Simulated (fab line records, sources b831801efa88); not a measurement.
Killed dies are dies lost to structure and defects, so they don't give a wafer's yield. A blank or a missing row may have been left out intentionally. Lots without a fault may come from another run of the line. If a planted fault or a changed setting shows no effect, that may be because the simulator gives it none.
One fault seen from 2 desks -- flow gf180mcu -- every desk sees just its own numbers, and what lay behind them comes last

== AT THE METROLOGY DESK ==
Means of the sampled wafers that have a number, per lot and without regard to the tool the lot ran on: this is what the gauges read. A lot is out of limits, marked OUT, if its mean lies more than 4 standard deviations from the usual mean; the brackets give that distance.
Columns: A = cdNm at GF_M2_CD_MEAS_14, usual 279.9 nm
lot,first seen here,A
L557,day 19 05:16,278.6
L558,day 19 08:52,279.0
L560,day 20 08:27,280.1
L562,day 21 05:11,280.3
L563,day 21 09:38,279.8
L564,day 22 07:03,280.4
L565,day 22 07:42,279.2
L566,day 22 14:49,279.0
L567,day 23 00:16,279.7
L570,day 24 01:02,279.8
L573,day 24 20:19,278.8
L579,day 26 22:42,280.7
This desk's verdict: no lot among the 12 shows anything out of limits.

== DESK OF THE TOOL OWNER: rieDiel-02 ==
The tool's own readings at GF_V2_ETCH_16 (etches BARC in N2/H2): means of the sampled wafers that have a number, for each lot that ran on this tool. A lot is out of limits, marked OUT, if its mean lies more than 4 standard deviations from the usual mean; the brackets give that distance.
Columns: A = biasW at GF_V2_ETCH_16, usual 99.98 W; B = drypumpMotorCurrentA at GF_V2_ETCH_16, usual 5.9 A; C = n2FlowSccm at GF_V2_ETCH_16, usual 100.0 sccm; D = oesProductAu at GF_V2_ETCH_16, usual 0.854 a.u.; E = throttleValvePct at GF_V2_ETCH_16, usual 13.225 %
lot,first seen here,A,B,C,D,E
L560,day 21 10:07,99.84,5.7,99.7,0.853,13.225
L566,day 23 15:46,100.08,5.8,100.2,0.860,13.218
L570,day 25 00:01,99.82,5.7,100.2,0.853,13.230
L573,day 25 18:46,101.88 (+6.6) OUT,6.3,100.0,0.853,13.220
This desk's verdict: out of limits on L573, starting with L573 at day 25 18:46 (biasW at GF_V2_ETCH_16). Within limits: L560, L566, L570.

== PUT TOGETHER ==
On L573, at day 25 18:46, an alarm was possible from the tool owner's desk.
At the metrology desk, nothing out of limits was observed.
The metrology desk has L573 on record, within its limits.
On rieDiel-02, each named lot ran GF_V2_ETCH_16.

== WHAT THE SIMULATOR PUT IN ==
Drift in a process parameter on rieDiel-02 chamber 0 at GF_V2_ETCH_16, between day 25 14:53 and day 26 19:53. Setting biasW shifted by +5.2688 from 100. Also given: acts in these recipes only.
Shown lots that were struck: L573.
How many hours passed from the start of the fault until each desk's first out-of-limits reading: the tool owner's desk, 4.
